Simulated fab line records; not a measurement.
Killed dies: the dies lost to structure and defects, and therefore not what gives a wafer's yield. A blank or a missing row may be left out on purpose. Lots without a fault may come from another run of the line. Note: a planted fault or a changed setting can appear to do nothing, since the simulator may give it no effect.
Which tool did it? + flow sky130 + 13 lots, 39 wafers sampled, at 2 steps of a route of 708

== WHAT THE GAUGES SHOWED, per wafer ==
SKY_CAP2M_RS_MEAS_03: a four-point-probe measurement. Usual: CAP2M_TIN_RS 6.95 ohm/sq, standard deviation 0.073.
| lot  | measured     | on           | CAP2M_TIN_RS (ohm/sq) | flag |
|------|--------------|--------------|-----------------------|------|
| L464 | day 40 00:50 | filmMetro-04 | 7.06 7.12 7.05        |      |
| L465 | day 40 04:33 | filmMetro-01 | 7.00 6.88 6.90        |      |
| L467 | day 40 23:55 | filmMetro-01 | 7.00 7.00 6.95        |      |
| L468 | day 41 00:21 | filmMetro-01 | 6.82 6.88 6.90        |      |
| L469 | day 41 04:01 | filmMetro-01 | 6.88 6.90 6.97        |      |
| L470 | day 41 16:27 | filmMetro-02 | 6.98 7.05 6.97        |      |
| L473 | day 42 06:31 | filmMetro-04 | 6.98 6.85 6.95        |      |
| L475 | day 42 18:34 | filmMetro-02 | 6.86 6.99 7.03        |      |
| L478 | day 43 16:37 | filmMetro-04 | 6.91 6.89 6.84        |      |
| L483 | day 45 09:55 | filmMetro-01 | 6.99 6.96 6.93        |      |
| L484 | day 45 10:00 | filmMetro-04 | 6.90 6.92 6.94        |      |
| L486 | day 45 20:58 | filmMetro-04 | 6.91 6.88 6.87        |      |
| L487 | day 46 03:24 | filmMetro-01 | 6.92 6.93 6.96        |      |

== EACH LOT AND THE TOOL THAT RAN IT (in order: tool; ch and the chambers of the sampled wafers; start) ==
| lot  | SKY_LDD_HVP_STRIP_09                |
|------|-------------------------------------|
| L464 | plasmaAsher-02 ch 0,1, day 21 19:22 |
| L465 | plasmaAsher-02 ch 0,1, day 22 05:25 |
| L467 | plasmaAsher-01 ch 1, day 23 02:19   |
| L468 | plasmaAsher-04 ch 0,1, day 23 03:15 |
| L469 | plasmaAsher-01 ch 0,1, day 23 07:30 |
| L470 | plasmaAsher-01 ch 0,1, day 23 23:45 |
| L473 | plasmaAsher-01 ch 0,1, day 24 15:09 |
| L475 | plasmaAsher-01 ch 0,1, day 25 12:10 |
| L478 | plasmaAsher-02 ch 0,1, day 26 14:19 |
| L483 | plasmaAsher-01 ch 0,1, day 28 17:37 |
| L484 | plasmaAsher-01 ch 0,1, day 28 19:15 |
| L486 | plasmaAsher-01 ch 0,1, day 29 09:36 |
| L487 | plasmaAsher-01 ch 0,1, day 29 16:33 |
- SKY_LDD_HVP_STRIP_09: strips in O2/N2.

== AS READ BY THE TOOLS THEMSELVES (means over the sampled wafers that have a number; for cases with no such wafer, the mark the record gives instead) ==
SKY_LDD_HVP_STRIP_09. Usual: drypumpMotorCurrentA 5.61 A, standard deviation 0.24; oesProductAu 0.408 a.u., standard deviation 0.005; stripTimeToEndpointS 4.132 s, standard deviation 0.014.
| lot  | tool           | drypumpMotorCurrentA (A) | oesProductAu (a.u.) | stripTimeToEndpointS (s) | flag |
|------|----------------|--------------------------|---------------------|--------------------------|------|
| L464 | plasmaAsher-02 | 5.53                     | 0.405               | 4.144                    |      |
| L465 | plasmaAsher-02 | 5.47                     | 0.412               | 4.112                    |      |
| L467 | plasmaAsher-01 | 6.04                     | 0.410               | 4.123                    |      |
| L468 | plasmaAsher-04 | 5.57                     | 0.406               | 4.118                    |      |
| L469 | plasmaAsher-01 | 5.85                     | 0.407               | 4.124                    |      |
| L470 | plasmaAsher-01 | 5.86                     | 0.407               | 4.156                    |      |
| L473 | plasmaAsher-01 | 5.71                     | 0.413               | 4.136                    |      |
| L475 | plasmaAsher-01 | 5.70                     | 0.406               | 4.145                    |      |
| L478 | plasmaAsher-02 | 5.52                     | 0.410               | 4.113                    |      |
| L483 | plasmaAsher-01 | 5.68                     | 0.411               | 4.144                    |      |
| L484 | plasmaAsher-01 | 5.89                     | 0.407               | 4.116                    |      |
| L486 | plasmaAsher-01 | 5.86                     | 0.412               | 4.133                    |      |
| L487 | plasmaAsher-01 | 5.90                     | 0.404               | 4.140                    |      |

== THE ANSWER, worked out from the rows above alone ==
Rule: a lot counts as off when the mean over its wafers that have a number is more than 3 standard deviations away from the usual mean. A lot without any number at a reading at which 4 lots or more have one is off too. Where the step has rows for the other lots, those lots are counted as sound. After the gauges, taken in route order, come the tools' own readings; for these a lot's mean is taken, as printed above. At the first step where some lot is off, the reading lying furthest off is the one used; lots without a number count as furthest.
No lot is off at any reading shown: from this, nothing can be told.

== WHAT THE SIMULATOR HAD INSERTED ==
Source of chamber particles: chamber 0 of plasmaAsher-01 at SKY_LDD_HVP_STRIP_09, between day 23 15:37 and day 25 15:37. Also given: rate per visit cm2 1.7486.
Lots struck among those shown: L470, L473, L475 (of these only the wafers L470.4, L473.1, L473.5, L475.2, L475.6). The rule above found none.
